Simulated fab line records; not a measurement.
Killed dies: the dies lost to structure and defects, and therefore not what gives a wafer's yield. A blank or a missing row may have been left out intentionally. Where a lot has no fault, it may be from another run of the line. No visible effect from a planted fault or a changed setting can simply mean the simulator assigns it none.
Matching of chambers / flow sky130 / SKY_VIA2_ETCH_15 on rie-diel-01: 4 sister chambers
The step etches SiO2 in C4F8/O2/Ar, stops on TiN, target depth 546 nm, time 84 s. 8 wafers are shown with their chamber, then 11 later ones without.

## EACH WAFER AND ITS CHAMBER
wafer=L084.2; chamber=1; oes-product-au (a.u.)=0.945
wafer=L084.3; chamber=0; oes-product-au (a.u.)=0.947
wafer=L084.5; chamber=2; oes-product-au (a.u.)=0.936
wafer=L084.6; chamber=3; oes-product-au (a.u.)=0.938
wafer=L085.2; chamber=0; oes-product-au (a.u.)=0.938
wafer=L085.3; chamber=3; oes-product-au (a.u.)=0.947
wafer=L085.5; chamber=2; oes-product-au (a.u.)=0.942
wafer=L090.2; chamber=1; oes-product-au (a.u.)=0.948

## WAFERS WITHOUT THEIR CHAMBER
wafer=L090.4; oes-product-au (a.u.)=0.942
wafer=L090.6; oes-product-au (a.u.)=0.933
wafer=L089.1; oes-product-au (a.u.)=0.933
wafer=L089.4; oes-product-au (a.u.)=0.943
wafer=L089.6; oes-product-au (a.u.)=0.946
wafer=L092.2; oes-product-au (a.u.)=0.939
wafer=L092.3; oes-product-au (a.u.)=0.938
wafer=L092.6; oes-product-au (a.u.)=0.945
wafer=L096.2; oes-product-au (a.u.)=0.948
wafer=L096.3; oes-product-au (a.u.)=0.936
wafer=L096.4; oes-product-au (a.u.)=0.930

## WHICH CHAMBER EACH ONE RAN IN
wafer=L090.4; from the rows above=can't be placed: 0 or 3 or 2 or 1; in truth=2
wafer=L090.6; from the rows above=can't be placed: 2 or 0 or 3 or 1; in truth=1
wafer=L089.1; from the rows above=can't be placed: 2 or 0 or 3 or 1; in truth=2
wafer=L089.4; from the rows above=can't be placed: 0 or 3 or 1 or 2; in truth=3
wafer=L089.6; from the rows above=can't be placed: 1 or 0 or 3 or 2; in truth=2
wafer=L092.2; from the rows above=can't be placed: 2 or 0 or 3 or 1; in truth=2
wafer=L092.3; from the rows above=can't be placed: 2 or 0 or 3 or 1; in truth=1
wafer=L092.6; from the rows above=can't be placed: 1 or 0 or 3 or 2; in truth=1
wafer=L096.2; from the rows above=can't be placed: 1 or 0 or 3 or 2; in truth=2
wafer=L096.3; from the rows above=can't be placed: 2 or 0 or 3 or 1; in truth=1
wafer=L096.4; from the rows above=can't be placed: 2 or 0 or 3 or 1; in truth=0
Correctly placed: 0 of 11. Not placeable from these rows: 11 (in 11, the candidates include the true chamber). Number placed wrongly: 0.
How it was worked out, from the rows above alone: a wafer's distance from a chamber is the root of the sum, over the readings, of the square of ((its reading less the chamber's mean) divided by the reading's scatter). The wafer belongs to the nearest chamber; if the next one is less than 2 further off, it can't be placed. The mean given for a chamber averages the wafers shown for that chamber. The scatter is the square root of a quotient: the sum, over the shown wafers, of each reading's squared deviation from its chamber's mean, divided by wafers minus chambers.
